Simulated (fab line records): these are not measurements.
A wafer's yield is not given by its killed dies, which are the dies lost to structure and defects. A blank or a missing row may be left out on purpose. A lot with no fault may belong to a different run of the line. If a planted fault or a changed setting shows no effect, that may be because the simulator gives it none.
Which of the tools did it?	flow sky130	12 lots with 36 wafers sampled at 4 steps, on a route of 708 steps

== WHAT THE GAUGES READ, wafer by wafer ==
SKY_CAP2M_RS_MEAS_03: measurement is done with a four-point probe. Usual: for CAP2M_TIN_RS the level is 6.93 ohm/sq and the standard deviation is 0.083.
lot	measured	on	CAP2M_TIN_RS (ohm/sq)	flag
L689	day 40 01:58	film metro-04	7.00 7.02 6.97	
L691	day 40 12:02	film metro-04	7.04 6.99 7.00	
L692	day 41 00:33	film metro-04	6.91 6.78 6.89	
L693	day 41 03:13	film metro-02	6.76 6.79 6.73	
L698	day 42 10:25	film metro-01	7.05 6.89 7.07	
L699	day 43 02:40	film metro-01	6.92 6.90 6.79	
L700	day 43 04:20	film metro-02	6.84 6.98 6.99	
L704	day 44 06:55	film metro-01	6.94 6.93 6.91	
L705	day 44 13:38	film metro-02	7.00 6.94 6.96	
L708	day 45 09:48	film metro-02	7.01 7.03 6.95	
L710	day 45 16:52	film metro-04	6.87 6.78 6.79	
L711	day 45 22:47	film metro-02	6.79 6.88 6.82	

== TOOL THAT RAN EACH LOT (tool first, then ch and the chambers of the sampled wafers, then the start) ==
lot	SKY_VIA3_SPUTTER_20	SKY_METAL4_SPUTTER_03	SKY_CAP2M_SPUTTER_02
L689	pvd sputter-01, day 40 00:58	pvd sputter-01, day 40 01:43	pvd sputter-03, day 40 01:52
L691	pvd sputter-01, day 40 10:58	pvd sputter-04, day 40 11:43	pvd sputter-01, day 40 11:52
L692	pvd sputter-01, day 40 23:32	pvd sputter-01, day 41 00:17	pvd sputter-04, day 41 00:26
L693	pvd sputter-01, day 41 02:10	pvd sputter-01, day 41 02:55	pvd sputter-04, day 41 03:04
L698	pvd sputter-03, day 42 09:24	pvd sputter-04, day 42 10:09	pvd sputter-04, day 42 10:18
L699	pvd sputter-03, day 43 01:38	pvd sputter-01, day 43 02:23	pvd sputter-04, day 43 02:32
L700	pvd sputter-02, day 43 03:18	pvd sputter-04, day 43 04:03	pvd sputter-03, day 43 04:13
L704	pvd sputter-02, day 44 05:51	pvd sputter-02, day 44 06:36	pvd sputter-01, day 44 06:45
L705	pvd sputter-03, day 44 12:37	pvd sputter-02, day 44 13:22	pvd sputter-04, day 44 13:31
L708	pvd sputter-01, day 45 08:37	pvd sputter-01, day 45 09:30	pvd sputter-04, day 45 09:39
L710	pvd sputter-01, day 45 15:50	pvd sputter-04, day 45 16:35	pvd sputter-03, day 45 16:44
L711	pvd sputter-02, day 45 21:46	pvd sputter-04, day 45 22:31	pvd sputter-03, day 45 22:40
- SKY_VIA3_SPUTTER_20: material TiN, target thk 20 nm, time 80 s.
- SKY_METAL4_SPUTTER_03: material Ti, target thk 5 nm, time 3.3 s.
- SKY_CAP2M_SPUTTER_02: material TiN, target thk 200 nm, time 166.7 s.

== WHAT THE TOOLS THEMSELVES READ (means of the sampled wafers that have a number; where no wafer has one, the mark that the record gives instead) ==
SKY_VIA3_SPUTTER_20. Usual: cathode dc power W 4000.1 W, standard deviation 0.75; chamber pressure pa 5.000 Pa, standard deviation 0.0097; throttle valve pct 30.2 %, standard deviation 0.82.
lot	tool	cathode dc power W (W)	chamber pressure pa (Pa)	throttle valve pct (%)	flag
L689	pvd sputter-01	3999.6	5.012	29.5	
L691	pvd sputter-01	3999.6	5.004	30.0	
L692	pvd sputter-01	4000.4	4.999	29.5	
L693	pvd sputter-01	3999.6	5.006	29.6	
L698	pvd sputter-03	4000.2	4.997	29.3	
L699	pvd sputter-03	4001.2	5.002	29.4	
L700	pvd sputter-02	3999.7	5.005	30.6	
L704	pvd sputter-02	4000.7	5.008	31.0	
L705	pvd sputter-03	3999.7	5.007	30.1	
L708	pvd sputter-01	4000.0	5.004	30.0	
L710	pvd sputter-01	3999.6	4.987	29.9	
L711	pvd sputter-02	3999.2	4.998	30.9	

SKY_METAL4_SPUTTER_03. Usual: cathode dc power W 3000.0 W, standard deviation 0.54; chamber pressure pa 0.4001 Pa, standard deviation 0.0008; throttle valve pct 29.9 %, standard deviation 0.76.
lot	tool	cathode dc power W (W)	chamber pressure pa (Pa)	throttle valve pct (%)	flag
L689	pvd sputter-01	2999.8	0.4001	30.0	
L691	pvd sputter-04	3000.7	0.3998	29.2	
L692	pvd sputter-01	3000.4	0.4004	29.9	
L693	pvd sputter-01	2999.7	0.4007	30.3	
L698	pvd sputter-04	2863.7	0.3994	29.4	OFF
L699	pvd sputter-01	3000.5	0.4005	29.6	
L700	pvd sputter-04	2863.2	0.4004	29.9	OFF
L704	pvd sputter-02	2999.8	0.3994	31.2	
L705	pvd sputter-02	2999.5	0.3999	30.9	
L708	pvd sputter-01	3000.3	0.4000	29.5	
L710	pvd sputter-04	3000.2	0.3996	29.6	
L711	pvd sputter-04	2999.8	0.4013	29.4	

SKY_CAP2M_SPUTTER_02. Usual: cathode dc power W 6500.1 W, standard deviation 1.1; chamber pressure pa 0.3999 Pa, standard deviation 0.00086; substrate temp c 300.01 C, standard deviation 0.19; throttle valve pct 29.5 %, standard deviation 0.77.
lot	tool	cathode dc power W (W)	chamber pressure pa (Pa)	substrate temp c (C)	throttle valve pct (%)	flag
L689	pvd sputter-03	6499.6	0.3997	300.21	29.3	
L691	pvd sputter-01	6500.5	0.4006	299.93	29.5	
L692	pvd sputter-04	6499.2	0.4005	300.03	29.1	
L693	pvd sputter-04	6500.2	0.3995	299.93	29.5	
L698	pvd sputter-04	6501.9	0.4007	300.12	29.8	
L699	pvd sputter-04	6501.2	0.3999	299.93	29.1	
L700	pvd sputter-03	6500.5	0.3996	299.89	29.5	
L704	pvd sputter-01	6500.0	0.4011	299.98	29.7	
L705	pvd sputter-04	6500.8	0.4000	299.91	28.9	
L708	pvd sputter-04	6501.6	0.3996	300.04	29.2	
L710	pvd sputter-03	6499.7	0.3995	299.87	29.2	
L711	pvd sputter-03	6499.9	0.4004	300.11	29.8	

== THE ANSWER, worked out from the rows above alone ==
Rule: a lot is off if the mean of its wafers that have a number lies more than 3 standard deviations from the usual mean. A lot without any number at a reading at which 4 lots or more have one is off too. Where the step has rows for the other lots, those lots are counted as sound. First the gauges in route order, then the tools' own readings, where a lot's mean is used as printed above. At the first step where some lot is off, the reading lying furthest off is the one used; lots without a number count as furthest.
Off: L698, L700 (SKY_METAL4_SPUTTER_03, cathode dc power W).
A tool fits if, at that step or a process step before it, it ran every lot that is off, and no sound lot after the first of them. No candidate that was tried fits.

== WHAT THE SIMULATOR PUT IN ==
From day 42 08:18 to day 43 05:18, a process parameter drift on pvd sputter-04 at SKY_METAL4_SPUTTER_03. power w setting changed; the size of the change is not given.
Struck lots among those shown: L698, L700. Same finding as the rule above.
